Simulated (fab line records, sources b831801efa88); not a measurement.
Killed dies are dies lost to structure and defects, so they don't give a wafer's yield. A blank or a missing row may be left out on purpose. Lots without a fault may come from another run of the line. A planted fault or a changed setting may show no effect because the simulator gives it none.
A struck lot beside a sound one | flow gf180mcu | 14 steps out of a route of 602
Sound: wafers L251.3, L251.4, L251.6. Struck: wafer L259.3. (L259.5, L259.6 of the same lot were not struck and are left out.) The cause comes at the end.
At each step with rows: each side's tool, then ch and its chambers, then its first start. Under that, the readings that differ: sound wafers | struck wafers | difference of the means | sigmas: that difference in standard deviations of wafers without a fault.
alike: readings whose means differ by less than 2 such deviations, and words and numbers that are the same on both sides. not compared: withheld readings, readings that some wafer has no value for, bounds like >300 that may hide the same value, and numbers for which the record gives no deviation and whose values overlap.
The two part at a step that has a row with sigmas, a row that says differs or no value, or rows on one side only. Numbers that don't overlap but have no deviation are shown without sigmas and don't part them. A reading that every wafer of one side lacks parts them only if that side has two wafers or more.

GF_V3_ETCH_16: etches BARC in N2/H2.
  sound on rie_diel-04 ch 0,2,3, day 26 00:44; struck on rie_diel-02 ch 3, day 28 04:22
  alike: drypump_motor_current_A, n2_flow_sccm, oes_product_au, rf_fwd_power_W, throttle_valve_pct
then, 4 steps without rows for these wafers: GF_V3_ETCH_17 (etches SiO2 in C4F8/O2/Ar, stops on TiN, target depth 635 nm); GF_V3_STRIP_18 (strips in O2/N2); GF_V3_STRIP_19 (strips in post etch residue remover, time 1200 s); GF_V3_CLEAN_20 (cleans in DIW).
GF_V3_SPUTTER_21: material Ti, target thk 15 nm, time 80.02 s.
  sound on pvd_sputter-04, day 26 01:24; struck on pvd_sputter-02, day 28 05:02
  reading                | sound          | struck | difference | sigmas
  throttle_valve_pct (%) | 29.5 28.7 28.8 | 32.8   | +3.8       | +3
  alike: chamber_pressure_pa
GF_V3_SPUTTER_22: material TiN, target thk 10 nm, time 40 s.
  sound on pvd_sputter-04, day 26 01:28; struck on pvd_sputter-02, day 28 05:06
  reading                | sound          | struck | difference | sigmas
  throttle_valve_pct (%) | 29.7 28.6 28.9 | 32.3   | +3.2       | +3
  alike: chamber_pressure_pa
GF_V3_CVD_23: deposits W, target thk 350 nm, time 104.9 s.
  sound on cvd_w-02 ch 0,1, day 26 01:32; struck on cvd_w-01 ch 0, day 28 05:10
  alike: heater_power_w
GF_V3_RS_MEAS_24: measures by four-point-probe.
  sound on film_metro-01, day 26 01:39; struck on film_metro-02, day 28 05:17
  alike: V3_W_RS
GF_V3_THK_MEAS_25: measures by xrf.
  sound on film_metro-01, day 26 01:45; struck on film_metro-02, day 28 05:23
  alike: V3_W_THK
then, 2 steps without rows for these wafers: GF_V3_CMP_26 (polishes, stops on SiO2, t overpolish 15 s, target thk 0 nm); GF_M4_SPUTTER_00 (material Ti, target thk 37.5 nm, time 150 s).
GF_M4_SPUTTER_01: material TiN, target thk 30 nm, time 25 s.
  sound on pvd_sputter-03, day 26 02:11; struck on pvd_sputter-04, day 28 05:50
  reading                                | sound            | struck | difference | sigmas
  model.TiN_of_M4_SPUTTER_01.thk_nm (nm) | 30.48 30.6 30.75 | 23.12  | -7.49      |
  alike: chamber_pressure_pa, throttle_valve_pct
GF_M4_SPUTTER_02: material AlCu, target thk 450 nm, time 23.9 s.
  sound on pvd_sputter-03, day 26 02:14; struck on pvd_sputter-04, day 28 05:52
  alike: chamber_pressure_pa, throttle_valve_pct

WHERE THEY PART
First at GF_V3_SPUTTER_21; last, within this record, at GF_V3_SPUTTER_22. Later steps at which nothing parts them and some readings are alike: GF_V3_CVD_23, GF_V3_RS_MEAS_24, GF_V3_THK_MEAS_25, GF_M4_SPUTTER_01, GF_M4_SPUTTER_02.

WHY: what the simulator had put in
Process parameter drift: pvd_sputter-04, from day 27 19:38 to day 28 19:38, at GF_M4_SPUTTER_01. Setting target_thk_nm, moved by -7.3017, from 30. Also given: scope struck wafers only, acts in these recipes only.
